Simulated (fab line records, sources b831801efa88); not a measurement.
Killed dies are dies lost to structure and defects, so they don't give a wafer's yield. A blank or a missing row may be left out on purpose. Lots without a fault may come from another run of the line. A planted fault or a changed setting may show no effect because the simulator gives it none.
A struck lot beside a sound one | flow sky130 | 14 steps out of a route of 708
Sound: wafers L468.1, L468.4, L468.6. Struck: wafers L470.1, L470.5, L470.6. The cause comes at the end.
At each step with rows: each side's tool, then ch and its chambers, then its first start. Under that, the readings that differ: sound wafers | struck wafers | difference of the means | sigmas: that difference in standard deviations of wafers without a fault.
alike: readings whose means differ by less than 2 such deviations, and words and numbers that are the same on both sides. not compared: withheld readings, readings that some wafer has no value for, bounds like >300 that may hide the same value, and numbers for which the record gives no deviation and whose values overlap.
The two part at a step that has a row with sigmas, a row that says differs or no value, or rows on one side only. Numbers that don't overlap but have no deviation are shown without sigmas and don't part them. A reading that every wafer of one side lacks parts them only if that side has two wafers or more.

SKY_METAL1_SPUTTER_02: material AlCu, target thk 250 nm, time 13.3 s.
  sound on pvd_sputter-04, day 34 13:44; struck on pvd_sputter-03, day 35 03:23
  alike: throttle_valve_pct
SKY_METAL1_SPUTTER_03: material Ti, target thk 5 nm, time 3.3 s.
  sound on pvd_sputter-04, day 34 13:45; struck on pvd_sputter-03, day 35 03:24
  alike: throttle_valve_pct
SKY_METAL1_SPUTTER_04: material TiN, target thk 70 nm, time 58.3 s.
  sound on pvd_sputter-04, day 34 13:46; struck on pvd_sputter-03, day 35 03:25
  alike: throttle_valve_pct
SKY_METAL1_RS_MEAS_05: measures by four-point-probe.
  sound on film_metro-03, day 34 13:49; struck on film_metro-01, day 35 03:28
  alike: METAL1_ALCU_RS
SKY_METAL1_THK_MEAS_06: measures by xrf.
  sound on film_metro-03, day 34 13:56; struck on film_metro-01, day 35 03:35
  reading              | sound             | struck            | difference | sigmas
  METAL1_ALCU_THK (nm) | 248.1 246.4 249.4 | 242.0 242.6 240.5 | -6.3       | -2
then, 7 steps without rows for these wafers: SKY_METAL1_DEHYDRATE_07 (time 60 s); SKY_METAL1_HMDS_08 (prime time 60 s); SKY_METAL1_COAT_09 (resist thk 60 nm); SKY_METAL1_COAT_10 (resist thk 450 nm); SKY_METAL1_SOFTBAKE_11 (time 90 s); SKY_METAL1_EXPOSE_12 (exposes mask MM1, target cd 140 nm); SKY_METAL1_PEB_13.
SKY_METAL1_DEVELOP_14: develop time 60 s.
  sound on litho_track-02 ch 0, day 35 15:00; struck on litho_track-02, day 36 05:00
  no value came back on the struck wafers for chill_plate_temp_C (C), develop_time_s (s), developer_temp_C (C), exhaust_pa (Pa); on the sound wafers chill_plate_temp_C (C) reads 23.05 23.13 23.01
  reading                                       | sound             | struck            | difference | sigmas
  model.KrF-thick_of_METAL1_COAT_10.thk_nm (nm) | 433.7 434.4 434.4 | 452.3 451.8 452.7 | +18.1      |
SKY_METAL1_CD_MEAS_15: target cd 140 nm.
  sound on cd_sem-02, day 35 15:43; struck on cd_sem-01, day 36 05:13
  reading    | sound             | struck | difference                    | sigmas
  cd_nm (nm) | 139.0 141.0 139.7 | - - -  | no value on the struck wafers |

WHERE THEY PART
First at SKY_METAL1_THK_MEAS_06; last, within this record, at SKY_METAL1_CD_MEAS_15.

WHY: what the simulator had put in
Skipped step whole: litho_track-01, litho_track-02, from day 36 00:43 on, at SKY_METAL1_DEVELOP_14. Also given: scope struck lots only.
